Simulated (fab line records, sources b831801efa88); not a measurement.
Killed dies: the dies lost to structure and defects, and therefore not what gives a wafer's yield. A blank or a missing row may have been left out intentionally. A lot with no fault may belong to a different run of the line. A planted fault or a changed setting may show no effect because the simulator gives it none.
8D (eight disciplines) problem report, filled in by code :: flow sky130 :: the parts of the form that need people (team, actions taken, sign-off) are left out

1. THE ISSUE
VT_ADJUST_HVTP_TW at SKY_VT_ADJUST_HVTP_TW_MEAS_11 reads a mean of 30 on 3 wafers of 1 lot; wafers without a fault read 1351 with a standard deviation of 7. That is -99 or more standard deviations from the usual mean.
First observed at day 9 17:50: wafer L475.1, on film-metro-03. Wafers with a number at this step in the record: 39, from 13 lots. By rule, "out" or "out of limits" means more than 4 standard deviations away from the usual mean. All remaining wafers that have a number are taken as sound.

2. WHAT IT IS; WHAT IT IS NOT
question: which readings at this step
is: VT_ADJUST_HVTP_TW
is not: -

question: which lots
is: L475
is not: L461, L462, L463, L464, L465, L466, L467, L468, L480, L482, L483, L484

question: which wafers of those lots
is: all that have a number
is not: -

question: read on which gauges
is: film-metro-03
is not: film-metro-01, film-metro-04

question: when
is: from day 9 17:50
is not: up to then (24 sound wafers); but 12 sound wafers of L480, L482, L483, L484 came after

3. WHAT RULES OUT EACH SUSPECT
Counting: a tool at a process step up to the reading stays a suspect if it ran every lot that is out and no sound lot after the first of them.
- ruled out: the gauge at SKY_VT_ADJUST_HVTP_TW_MEAS_11. All the wafers that are out were read on film-metro-03, but those of them that SKY_NWELL_STRIP_25 has rows for are out there too, on other tools.
- plasma-asher-04 at SKY_NWELL_STRIP_25 (strips in O2/N2): ruled out as a lasting fault. Following L475 (day 8 19:28), the first lot on it that is out, the sound lots L482, L483, L484 were run on it.
- plasma-asher-01 at SKY_VT_ADJUST_HVTP_STRIP_10 (strips in O2/N2): ruled out as a lasting fault. Following L475 (day 9 17:44), the first lot on it that is out, the sound lots L483, L484 were run on it.
Left after counting: nothing in the record.

4. THE CAUSE (what the simulator had put in)
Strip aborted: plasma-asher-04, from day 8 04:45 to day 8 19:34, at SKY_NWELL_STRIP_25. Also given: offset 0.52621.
It was ruled out by counting, in error; the rule expects a fault to strike all lots run on its tool from its start on, and this fault did not.

5. THE EFFECT CHAIN, in route order
Each row: a reading whose mean over the struck wafers that have a number lies more than 3 standard deviations from the usual. Only readings for which the record gives a usual standard deviation are gone through. hours: the time from each lot's start at the first step in this table that gives one to its start at this step, as a median over the lots. sigmas: the change in usual standard deviations.
hours: 0
step: SKY_NWELL_STRIP_25
reading: oes-product-au
usual: 0.722 a.u.
on struck wafers: 0.955
change: +0.233
sigmas: +50

hours: 22
step: SKY_VT_ADJUST_HVTP_STRIP_10
reading: strip-time-to-endpoint-s
usual: 14.16 s
on struck wafers: 24.96
change: +10.80
sigmas: +99 or more

hours: 22
step: SKY_VT_ADJUST_HVTP_TW_MEAS_11
reading: VT_ADJUST_HVTP_TW
usual: 1351
on struck wafers: 30
change: -1321
sigmas: -99 or more
The process steps in it:
- SKY_NWELL_STRIP_25: strips in O2/N2.
- SKY_VT_ADJUST_HVTP_STRIP_10: strips in O2/N2.
Readings that are blank on the struck wafers while sound wafers have them: strip-time-to-endpoint-s at SKY_NWELL_STRIP_25.
At these later measuring or inspecting steps, every struck wafer for which the step has a row has a number for every such reading, and none has moved that far: SKY_CONTACT_OVL_MEAS_15, SKY_CONTACT_RS_MEAS_25.

6. WHAT WOULD HAVE CAUGHT IT SOONER
Counted from the fault's start at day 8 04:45, it took 37 hours until the first out-of-limits reading at a measuring or inspecting step in this record, taken at day 9 17:50.
At SKY_NWELL_STRIP_25, the tool's own readings (oes-product-au) were out on each struck wafer the step has a row for, so an alarm limit on them would have fired on the first such wafer.
